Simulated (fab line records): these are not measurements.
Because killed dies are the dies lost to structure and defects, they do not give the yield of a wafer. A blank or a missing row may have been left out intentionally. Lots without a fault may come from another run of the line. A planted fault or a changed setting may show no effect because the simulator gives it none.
Matching of chambers | flow sky130 | cmp-02 running SKY_FIELD_ISO_CMP_27: 4 sister chambers
The step polishes, stops on Si3N4, t overpolish 16 s, target thk 457.8 nm. 7 wafers are shown with their chamber, then 7 later ones without.

== WAFERS WITH THEIR CHAMBER ==
wafer  | chamber | motor-current-A (A) | time-to-endpoint-s (s)
L267.1 | 3       | 11.7                | 112
L267.4 | 0       | 11.7                | 112
L275.1 | 1       | 10.6                | 111
L275.2 | 3       | 12.4                | 109
L275.6 | 0       | 12.1                | 111
L279.2 | 1       | 10.7                | 117
L279.4 | 2       | 12.0                | 117

== WAFERS WHOSE CHAMBER IS MISSING ==
wafer  | motor-current-A (A) | time-to-endpoint-s (s)
L279.6 | 12.0                | 117
L281.1 | 12.3                | 116
L281.2 | 12.0                | 112
L281.5 | 11.8                | 118
L282.1 | 10.5                | 114
L282.2 | 12.1                | 114
L282.4 | 11.7                | 109

== WHICH CHAMBER EACH WENT THROUGH ==
wafer  | from the rows above          | in truth
L279.6 | 2                            | 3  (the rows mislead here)
L281.1 | can't be placed: 2 or 0 or 3 | 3
L281.2 | can't be placed: 0 or 3 or 2 | 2
L281.5 | can't be placed: 2 or 0      | 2
L282.1 | 1                            | 1
L282.2 | can't be placed: 0 or 2 or 3 | 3
L282.4 | can't be placed: 0 or 3 or 2 | 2
Placed correctly: 1 of 7. Can't be placed from these rows: 5 (the true chamber is among the candidates in 5). Wrongly placed: 1.
How it was worked out, from the rows above alone: a wafer's distance from a chamber is the root of the sum, over the readings, of the square of ((its reading less the chamber's mean) divided by the reading's scatter). The wafer belongs to the nearest chamber; if the next one is less than 2 further off, it can't be placed. The mean given for a chamber averages the wafers shown for that chamber. The scatter: the root of (the sum of the squares of (reading less its chamber's mean) over the shown wafers, divided by (wafers less chambers)).
